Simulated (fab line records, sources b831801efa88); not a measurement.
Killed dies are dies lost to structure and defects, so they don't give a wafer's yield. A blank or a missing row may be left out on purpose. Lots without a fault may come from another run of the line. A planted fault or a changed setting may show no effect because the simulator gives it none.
Chamber matching | flow gf180mcu | GF_V1_ETCH_17 on rie_diel-02: 3 sister chambers
The step etches SiO2 in C4F8/O2/Ar, stops on TiN, target depth 630 nm. 3 wafers are shown with their chamber, then 6 later ones without.

WAFERS WITH THEIR CHAMBER
wafer  | chamber | oes_product_au (a.u.)
L351.5 | 1       | 0.859
L354.2 | 0       | 0.854
L356.2 | 3       | 0.854

WAFERS WITHOUT THEIR CHAMBER
wafer  | oes_product_au (a.u.)
L356.3 | 0.858
L356.6 | 0.851
L361.1 | 0.851
L361.2 | 0.852
L361.3 | 0.857
L364.4 | 0.853

WHICH CHAMBER EACH WENT THROUGH
wafer  | from the rows above          | in truth
L356.3 | can't be placed: 1 or 0 or 3 | 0
L356.6 | can't be placed: 0 or 3      | 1
L361.1 | can't be placed: 0 or 3      | 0
L361.2 | can't be placed: 0 or 3      | 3
L361.3 | can't be placed: 1 or 0 or 3 | 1
L364.4 | can't be placed: 0 or 3      | 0
Placed correctly: 0 of 6. Can't be placed from these rows: 6 (the true chamber is among the candidates in 5). Placed wrongly: 0.
How it was worked out, from the rows above alone: a wafer's distance from a chamber is the root of the sum, over the readings, of the square of ((its reading less the chamber's mean) divided by the reading's scatter). The wafer belongs to the nearest chamber; if the next one is less than 2 further off, it can't be placed. A chamber's mean is the mean of its shown wafers. The scatter: with one shown wafer a chamber, the root of the mean of the squares of how far each hidden wafer lies from its nearest shown one.
